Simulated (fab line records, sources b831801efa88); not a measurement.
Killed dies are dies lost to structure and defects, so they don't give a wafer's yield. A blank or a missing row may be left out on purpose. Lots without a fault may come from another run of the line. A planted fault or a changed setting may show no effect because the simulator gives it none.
Problem report in the 8D (eight disciplines) form, filled by code | flow sfq_line | the parts of the form that need people (team, actions taken, sign-off) are left out

1. THE PROBLEM
oes_product_au at SFQ_TRILAYER_M1_ETCH_METAL_ETCH_042 reads a mean of 0.808 a.u. on 6 wafers of 2 lots; wafers without a fault read 0.895 a.u. with a standard deviation of 0.0073. That is -12 standard deviations from the usual mean.
The step: etches Nb in Cl2/Ar, stops on SiO2, target depth 240 nm, time 120 s.
First seen on wafer L940.2, day 32 06:40, on rie_metal-04. The record holds 18 wafers of 6 lots with a number at this step. Rule for "out", or "out of limits": more than 4 standard deviations from the usual mean. The other wafers with a number count as sound.

2. WHAT IT IS AND WHAT IT IS NOT
question                    | is                     | is not
which readings at this step | oes_product_au         | drypump_motor_current_A
which lots                  | L940, L942             | L936, L938, L943, L946
which wafers of those lots  | all that have a number | -
read on which tools         | rie_metal-04           | rie_metal-02, rie_metal-03
when                        | from day 32 06:40      | up to then (6 sound wafers); but 6 sound wafers of L943, L946 came after

3. SUSPECTS, AND WHAT RULES EACH OUT
Counting: a tool at a process step up to the reading stays a suspect if it ran every lot that is out and no sound lot after the first of them.
- rie_metal-04 at SFQ_TRILAYER_M1_ETCH_METAL_ETCH_042 (etches Nb in Cl2/Ar, stops on SiO2, target depth 240 nm, time 120 s): kept. It ran every lot that is out, first L940 (day 32 06:40), and no sound lot after that; its last sound lot up to then is L936 (day 30 05:28). Its own readings are out on those wafers: oes_product_au.
Left after counting: rie_metal-04 at SFQ_TRILAYER_M1_ETCH_METAL_ETCH_042.

4. THE CAUSE (what the simulator had put in)
Process parameter drift: rie_metal-04, from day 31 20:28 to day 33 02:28, at SFQ_TRILAYER_M1_ETCH_METAL_ETCH_042. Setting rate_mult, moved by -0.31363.
Counting left only this tool.

5. THE CHAIN OF EFFECTS, in route order
Each row: a reading whose mean over the struck wafers that have a number lies more than 3 standard deviations from the usual. Only readings for which the record gives a usual standard deviation are gone through. hours: the time from each lot's start at the first step in this table that gives one to its start at this step, as a median over the lots. sigmas: the change in usual standard deviations.
hours | step                                | reading        | usual      | on struck wafers | change | sigmas
0     | SFQ_TRILAYER_M1_ETCH_METAL_ETCH_042 | oes_product_au | 0.895 a.u. | 0.808            | -0.087 | -12
The process steps in it:
- SFQ_TRILAYER_M1_ETCH_METAL_ETCH_042: etches Nb in Cl2/Ar, stops on SiO2, target depth 240 nm, time 120 s.
Later measuring or inspecting steps at which every struck wafer that the step has a row for has a number for every such reading, and none has moved that far: SFQ_I1_BOW_MEAS_912, SFQ_I1_OVL_MEAS_913, SFQ_M2_RS_MEAS_914, SFQ_M2_OVL_MEAS_916, SFQ_M8_BOW_MEAS_951.

6. WHAT WOULD HAVE CAUGHT IT SOONER
In this record the first reading out of limits was taken at day 32 06:40, 10 hours after the fault began at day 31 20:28.
